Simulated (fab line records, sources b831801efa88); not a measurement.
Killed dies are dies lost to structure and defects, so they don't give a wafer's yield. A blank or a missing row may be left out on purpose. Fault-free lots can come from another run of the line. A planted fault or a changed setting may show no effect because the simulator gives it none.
Which tool did it?	flow sky130	24 lots, 72 wafers sampled, at 6 steps of a route of 708

## WHAT EACH GAUGE READ, for each wafer
SKY_VT_ADJUST_HVTR_OVL_MEAS_08. Usual: VT_ADJUST_HVTR_OVL gives 0.0 nm (standard deviation 1.5).
lot	measured	on	VT_ADJUST_HVTR_OVL (nm)	flag
L074	day 9 11:44	overlay-02	-1.0 0.9 0.8	
L075	day 9 21:09	overlay-01	-1.2 -0.8 -1.1	
L076	day 10 04:11	overlay-02	1.7 1.0 0.7	
L077	day 10 13:34	overlay-02	0.8 0.2 -0.1	
L078	day 10 21:11	overlay-02	-0.6 -0.6 0.5	
L079	day 11 08:21	overlay-02	-1.7 -1.8 -0.3	
L080	day 11 09:38	overlay-01	1.3 -1.1 0.0	
L081	day 11 20:14	overlay-02	-1.1 -2.0 -1.8	
L082	day 12 01:14	overlay-02	0.8 1.2 1.6	
L083	day 12 04:44	overlay-02	-3.8 -2.6 -3.2	
L084	day 12 12:44	overlay-01	3.4 3.4 -0.2	
L085	day 13 00:03	overlay-01	0.7 -0.8 0.3	
L086	day 13 07:50	overlay-02	-3.0 -4.1 -3.4	
L087	day 13 13:08	overlay-01	1.4 1.1 2.2	
L088	day 13 20:05	overlay-01	-0.8 1.2 1.4	
L089	day 14 02:03	overlay-01	0.6 1.3 1.0	
L090	day 14 11:57	overlay-02	-0.1 -1.1 -1.5	
L091	day 14 20:21	overlay-01	-0.2 1.5 0.8	
L092	day 15 04:05	overlay-01	-0.7 -0.4 -0.2	
L093	day 15 08:18	overlay-01	0.1 -0.4 -1.2	
L094	day 15 18:20	overlay-01	1.0 1.5 2.1	
L095	day 15 23:08	overlay-01	0.1 -2.3 0.3	
L096	day 16 04:12	overlay-01	0.6 2.1 0.8	
L097	day 16 15:09	overlay-01	0.7 0.6 -0.3	

SKY_SD_P_TW_MEAS_11. Usual: SD_P_TW gives 2840 (standard deviation 11).
lot	measured	on	SD_P_TW	flag
L074	day 25 12:46	film_metro-01	2836 2852 2851	
L075	day 26 12:08	film_metro-01	2845 2832 2849	
L076	day 26 16:16	film_metro-01	2859 2845 2855	
L077	day 26 20:30	film_metro-04	2840 2840 2834	
L078	day 27 07:16	film_metro-01	2850 2847 2860	
L079	day 27 18:17	film_metro-02	2839 2840 2840	
L080	day 27 20:07	film_metro-02	2837 2838 2854	
L081	day 28 09:20	film_metro-02	2837 2833 2834	
L082	day 28 21:31	film_metro-02	2821 2833 2832	
L083	day 28 23:01	film_metro-02	2826 2823 2833	
L084	day 29 07:43	film_metro-04	2845 2845 2863	
L085	day 29 18:05	film_metro-02	2832 2829 2835	
L086	day 30 01:55	film_metro-02	2843 2846 2831	
L087	day 30 07:53	film_metro-04	2851 2831 2841	
L088	day 30 14:40	film_metro-02	2838 2833 2840	
L089	day 31 04:14	film_metro-02	2831 2832 2827	
L090	day 31 07:32	film_metro-02	2834 2827 2830	
L091	day 31 14:55	film_metro-02	2822 2831 2835	
L092	day 31 19:20	film_metro-02	2844 2851 2833	
L093	day 31 23:46	film_metro-04	2843 2854 2845	
L094	day 32 07:32	film_metro-02	2831 2839 2834	
L095	day 32 14:07	film_metro-02	2839 2844 2839	
L096	day 32 20:44	film_metro-02	2830 2839 2841	
L097	day 33 05:53	film_metro-02	2859 2851 2865	

## WHAT TOOL EACH LOT RAN ON (gives the tool, then ch and the chambers of the sampled wafers, and finally the start)
lot	SKY_FIELD_ISO_ETCH_14	SKY_VT_ADJUST_NCORE_STRIP_10	SKY_LDD_LDN_STRIP_12	SKY_POLY_CUT_ETCH_10
L074	rie_diel-04 ch 1,2,3, day 2 03:05	plasma_asher-01 ch 0,1, day 8 14:23	plasma_asher-03 ch 0,1, day 23 00:42	rie_diel-04 ch 0,2,3, day 24 06:46
L075	rie_diel-03 ch 1,2,3, day 2 10:20	plasma_asher-02 ch 0,1, day 8 23:25	plasma_asher-02 ch 0,1, day 23 22:14	rie_diel-03 ch 0,1, day 25 06:05
L076	rie_diel-04 ch 0,1,3, day 2 16:02	plasma_asher-01 ch 0,1, day 9 06:19	plasma_asher-03 ch 0,1, day 24 02:36	rie_diel-02 ch 0,1,3, day 25 10:16
L077	rie_diel-02 ch 0,2,3, day 2 20:06	plasma_asher-04 ch 0,1, day 9 14:52	plasma_asher-03 ch 0,1, day 24 06:43	rie_diel-03 ch 1,2, day 25 14:26
L078	rie_diel-03 ch 1,2,3, day 3 04:47	plasma_asher-04 ch 0,1, day 9 22:27	plasma_asher-02 ch 0,1, day 24 17:36	rie_diel-04 ch 0,1,3, day 26 00:55
L079	rie_diel-03 ch 0,2,3, day 3 09:26	plasma_asher-01 ch 1, day 10 08:43	plasma_asher-03 ch 0,1, day 25 04:39	rie_diel-02 ch 2,3, day 26 12:08
L080	rie_diel-02 ch 0,1,2, day 3 14:17	plasma_asher-02 ch 0,1, day 10 10:10	plasma_asher-03 ch 0,1, day 25 07:02	rie_diel-03 ch 2,3, day 26 14:05
L081	rie_diel-02 ch 1,2, day 3 19:53	plasma_asher-02 ch 0,1, day 10 20:31	plasma_asher-03 ch 0,1, day 25 20:18	rie_diel-03 ch 1,2,3, day 27 03:37
L082	rie_diel-04 ch 0,1,2, day 4 00:11	plasma_asher-02 ch 1, day 11 01:07	plasma_asher-03 ch 0,1, day 26 09:57	rie_diel-04 ch 0,2,3, day 27 16:37
L083	rie_diel-02 ch 1,2,3, day 4 04:02	plasma_asher-02 ch 1, day 11 03:55	plasma_asher-04 ch 0,1, day 26 10:38	rie_diel-03 ch 0,2, day 27 18:19
L084	rie_diel-03 ch 1,2,3, day 4 08:14	plasma_asher-01 ch 0,1, day 11 12:43	plasma_asher-02 ch 0,1, day 26 18:42	rie_diel-02 ch 1,2, day 28 02:58
L085	rie_diel-02 ch 0,2,3, day 4 15:35	plasma_asher-01 ch 0,1, day 11 22:52	plasma_asher-03 ch 0,1, day 27 07:00	rie_diel-03 ch 2,3, day 28 13:49
L086	rie_diel-04 ch 0,1,2, day 4 20:02	plasma_asher-02 ch 0,1, day 12 07:07	plasma_asher-02 ch 0,1, day 27 15:42	rie_diel-04 ch 1,2, day 28 21:52
L087	rie_diel-02 ch 0,1,2, day 5 01:23	plasma_asher-04 ch 0,1, day 12 11:25	plasma_asher-03 ch 1, day 27 21:03	rie_diel-02 ch 0,2, day 29 03:16
L088	rie_diel-03 ch 0,1,3, day 5 05:52	plasma_asher-04 ch 0,1, day 12 18:40	plasma_asher-03 ch 0,1, day 28 04:08	rie_diel-02 ch 0,1,3, day 29 10:22
L089	rie_diel-03 ch 0,2,3, day 5 10:17	plasma_asher-04 ch 0,1, day 13 00:07	plasma_asher-03 ch 0,1, day 28 19:36	rie_diel-03 ch 0,1,2, day 30 00:34
L090	rie_diel-02 ch 0,1, day 5 17:38	plasma_asher-02 ch 0,1, day 13 09:27	plasma_asher-02 ch 0,1, day 28 21:26	rie_diel-02 ch 1,2, day 30 03:16
L091	rie_diel-02 ch 0,1,3, day 6 03:17	plasma_asher-01 ch 0,1, day 13 17:49	plasma_asher-04 ch 0,1, day 29 04:23	rie_diel-04 ch 0,1,3, day 30 10:43
L092	rie_diel-04 ch 0,1,3, day 6 03:25	plasma_asher-04 ch 0,1, day 14 00:40	plasma_asher-03 ch 0,1, day 29 09:15	rie_diel-02 ch 0,1,3, day 30 15:04
L093	rie_diel-02 ch 1,2,3, day 6 08:29	plasma_asher-02 ch 1, day 14 03:58	plasma_asher-03 ch 0,1, day 29 14:18	rie_diel-03 ch 1,2, day 30 20:04
L094	rie_diel-02 ch 0,2,3, day 6 13:47	plasma_asher-01 ch 0,1, day 14 14:40	plasma_asher-02 ch 0,1, day 29 22:35	rie_diel-03 ch 0,3, day 31 03:59
L095	rie_diel-02 ch 0,1,2, day 6 18:59	plasma_asher-02 ch 0,1, day 14 19:12	plasma_asher-02 ch 0,1, day 30 05:54	rie_diel-03 ch 0,2,3, day 31 11:23
L096	rie_diel-03 ch 0,1,2, day 6 22:50	plasma_asher-02 ch 0,1, day 15 00:35	plasma_asher-03 ch 0,1, day 30 11:16	rie_diel-03 ch 1,2, day 31 17:10
L097	rie_diel-04 ch 0,3, day 7 04:05	plasma_asher-04 ch 0,1, day 15 11:25	plasma_asher-04 ch 0,1, day 30 22:16	rie_diel-02 ch 0,2,3, day 32 02:41
- SKY_FIELD_ISO_ETCH_14: etches BARC in N2/H2, stops on SiO2, time 45.9 s, target depth 60 nm.
- SKY_VT_ADJUST_NCORE_STRIP_10: strips in O2/N2.
- SKY_LDD_LDN_STRIP_12: strips in O2/N2.
- SKY_POLY_CUT_ETCH_10: etches BARC in N2/H2, stops on SiO2, time 45.9 s, target depth 60 nm.

## WHAT THE TOOLS THEMSELVES READ (means of the sampled wafers that have a number; where no wafer has one, the mark that the record gives instead)
SKY_FIELD_ISO_ETCH_14. Usual: drypump_motor_current_A 5.8 A, standard deviation 0.42; h2_flow_sccm 200.0 sccm, standard deviation 0.61; oes_product_au 0.853 a.u., standard deviation 0.0048; throttle_valve_pct 13.226 %, standard deviation 0.0098.
lot	tool	drypump_motor_current_A (A)	h2_flow_sccm (sccm)	oes_product_au (a.u.)	throttle_valve_pct (%)	flag
L074	rie_diel-04	5.9	199.3	0.852	13.223	
L075	rie_diel-03	5.8	200.1	0.851	13.224	
L076	rie_diel-04	5.9	200.0	0.853	13.232	
L077	rie_diel-02	5.7	199.9	0.851	13.217	
L078	rie_diel-03	5.8	200.1	0.851	13.230	
L079	rie_diel-03	5.7	200.1	0.849	13.212	
L080	rie_diel-02	5.9	199.7	0.858	13.220	
L081	rie_diel-02	6.4	201.0	0.850	13.218	
L082	rie_diel-04	5.8	199.5	0.853	13.228	
L083	rie_diel-02	6.1	199.7	0.857	13.233	
L084	rie_diel-03	5.8	199.9	0.853	13.218	
L085	rie_diel-02	5.6	200.2	0.858	13.224	
L086	rie_diel-04	5.8	200.0	0.852	13.231	
L087	rie_diel-02	5.9	200.6	0.853	13.220	
L088	rie_diel-03	5.9	200.0	0.853	13.233	
L089	rie_diel-03	5.7	199.8	0.855	13.218	
L090	rie_diel-02	5.5	200.1	0.855	13.227	
L091	rie_diel-02	5.6	200.2	0.851	13.222	
L092	rie_diel-04	5.9	200.3	0.852	13.227	
L093	rie_diel-02	6.1	200.0	0.849	13.227	
L094	rie_diel-02	5.7	199.6	0.858	13.229	
L095	rie_diel-02	5.9	200.3	0.857	13.225	
L096	rie_diel-03	5.7	200.5	0.849	13.225	
L097	rie_diel-04	6.0	200.0	0.852	13.227	

SKY_VT_ADJUST_NCORE_STRIP_10. Usual: drypump_motor_current_A 5.7 A, standard deviation 0.47; oes_product_au 0.716 a.u., standard deviation 0.0044; strip_time_to_endpoint_s 14.17 s, standard deviation 0.036.
lot	tool	drypump_motor_current_A (A)	oes_product_au (a.u.)	strip_time_to_endpoint_s (s)	flag
L074	plasma_asher-01	5.7	0.719	14.15	
L075	plasma_asher-02	5.6	0.715	14.18	
L076	plasma_asher-01	6.1	0.717	14.20	
L077	plasma_asher-04	5.4	0.716	14.14	
L078	plasma_asher-04	5.5	0.713	14.15	
L079	plasma_asher-01	6.5	0.714	14.18	
L080	plasma_asher-02	5.9	0.717	14.19	
L081	plasma_asher-02	5.6	0.715	14.16	
L082	plasma_asher-02	6.1	0.714	14.11	
L083	plasma_asher-02	6.1	0.717	14.20	
L084	plasma_asher-01	5.7	0.717	14.18	
L085	plasma_asher-01	6.1	0.721	14.20	
L086	plasma_asher-02	5.6	0.709	14.21	
L087	plasma_asher-04	5.2	0.720	14.17	
L088	plasma_asher-04	5.4	0.717	14.19	
L089	plasma_asher-04	5.2	0.712	14.15	
L090	plasma_asher-02	5.8	0.714	14.22	
L091	plasma_asher-01	6.1	0.713	14.17	
L092	plasma_asher-04	5.4	0.716	14.19	
L093	plasma_asher-02	6.1	0.714	14.18	
L094	plasma_asher-01	6.1	0.720	14.21	
L095	plasma_asher-02	5.8	0.714	14.17	
L096	plasma_asher-02	5.6	0.713	14.13	
L097	plasma_asher-04	5.3	0.716	14.19	

SKY_LDD_LDN_STRIP_12. Usual: drypump_motor_current_A 5.5 A, standard deviation 0.31; oes_product_au 0.716 a.u., standard deviation 0.0044; strip_time_to_endpoint_s 14.18 s, standard deviation 0.038.
lot	tool	drypump_motor_current_A (A)	oes_product_au (a.u.)	strip_time_to_endpoint_s (s)	flag
L074	plasma_asher-03	5.3	0.717	14.15	
L075	plasma_asher-02	5.6	0.717	14.18	
L076	plasma_asher-03	5.4	0.721	14.19	
L077	plasma_asher-03	5.4	0.716	14.17	
L078	plasma_asher-02	5.9	0.718	14.15	
L079	plasma_asher-03	5.3	0.716	14.16	
L080	plasma_asher-03	5.3	0.715	14.19	
L081	plasma_asher-03	5.5	0.715	14.25	
L082	plasma_asher-03	5.4	0.718	14.11	
L083	plasma_asher-04	5.4	0.714	14.15	
L084	plasma_asher-02	5.9	0.718	14.25	
L085	plasma_asher-03	5.3	0.716	14.18	
L086	plasma_asher-02	5.8	0.712	14.22	
L087	plasma_asher-03	5.1	0.717	14.22	
L088	plasma_asher-03	5.5	0.714	14.15	
L089	plasma_asher-03	5.3	0.713	14.13	
L090	plasma_asher-02	5.9	0.722	14.17	
L091	plasma_asher-04	5.2	0.718	14.18	
L092	plasma_asher-03	5.4	0.713	14.21	
L093	plasma_asher-03	5.3	0.717	14.18	
L094	plasma_asher-02	5.8	0.720	14.15	
L095	plasma_asher-02	5.6	0.712	14.14	
L096	plasma_asher-03	5.3	0.716	14.11	
L097	plasma_asher-04	5.2	0.716	14.17	

SKY_POLY_CUT_ETCH_10. Usual: drypump_motor_current_A 5.9 A, standard deviation 0.38; h2_flow_sccm 200.0 sccm, standard deviation 0.57; oes_product_au 0.855 a.u., standard deviation 0.0045; throttle_valve_pct 13.224 %, standard deviation 0.0098.
lot	tool	drypump_motor_current_A (A)	h2_flow_sccm (sccm)	oes_product_au (a.u.)	throttle_valve_pct (%)	flag
L074	rie_diel-04	6.0	199.8	0.851	13.218	
L075	rie_diel-03	5.7	200.2	0.859	13.219	
L076	rie_diel-02	5.6	199.9	0.854	13.234	
L077	rie_diel-03	5.9	200.1	0.857	13.228	
L078	rie_diel-04	5.9	199.7	0.854	13.229	
L079	rie_diel-02	5.8	199.7	0.855	13.225	
L080	rie_diel-03	5.8	199.8	0.855	13.222	
L081	rie_diel-03	5.8	200.4	0.851	13.224	
L082	rie_diel-04	6.1	199.9	0.856	13.217	
L083	rie_diel-03	5.6	199.9	0.856	13.227	
L084	rie_diel-02	6.4	200.2	0.855	13.227	
L085	rie_diel-03	5.6	200.1	0.853	13.226	
L086	rie_diel-04	5.9	199.9	0.862	13.232	
L087	rie_diel-02	6.0	199.6	0.854	13.226	
L088	rie_diel-02	5.6	199.6	0.855	13.225	
L089	rie_diel-03	5.7	199.8	0.856	13.222	
L090	rie_diel-02	6.4	199.8	0.859	13.227	
L091	rie_diel-04	5.9	199.9	0.851	13.219	
L092	rie_diel-02	5.6	200.2	0.852	13.222	
L093	rie_diel-03	5.7	199.7	0.853	13.208	
L094	rie_diel-03	5.8	200.3	0.849	13.213	
L095	rie_diel-03	5.7	199.9	0.854	13.222	
L096	rie_diel-03	5.7	199.6	0.858	13.217	
L097	rie_diel-02	5.7	200.0	0.855	13.231	

## THE ANSWER, worked out from the rows above alone
Rule: take the mean of a lot's wafers that have a number; if it is more than 3 standard deviations from the usual mean, the lot is off. Also off: a lot with no number at a reading for which 4 or more lots have one. Where the step has rows for the other lots, those lots are counted as sound. Order of review: gauges by route order, followed by the tools' own readings, for which a lot's mean as printed above is used. At the first step where some lot is off, the reading lying furthest off is the one used; lots without a number count as furthest.
No lot is off at any reading shown: from this, nothing can be told.

## WHAT THE SIMULATOR PUT IN
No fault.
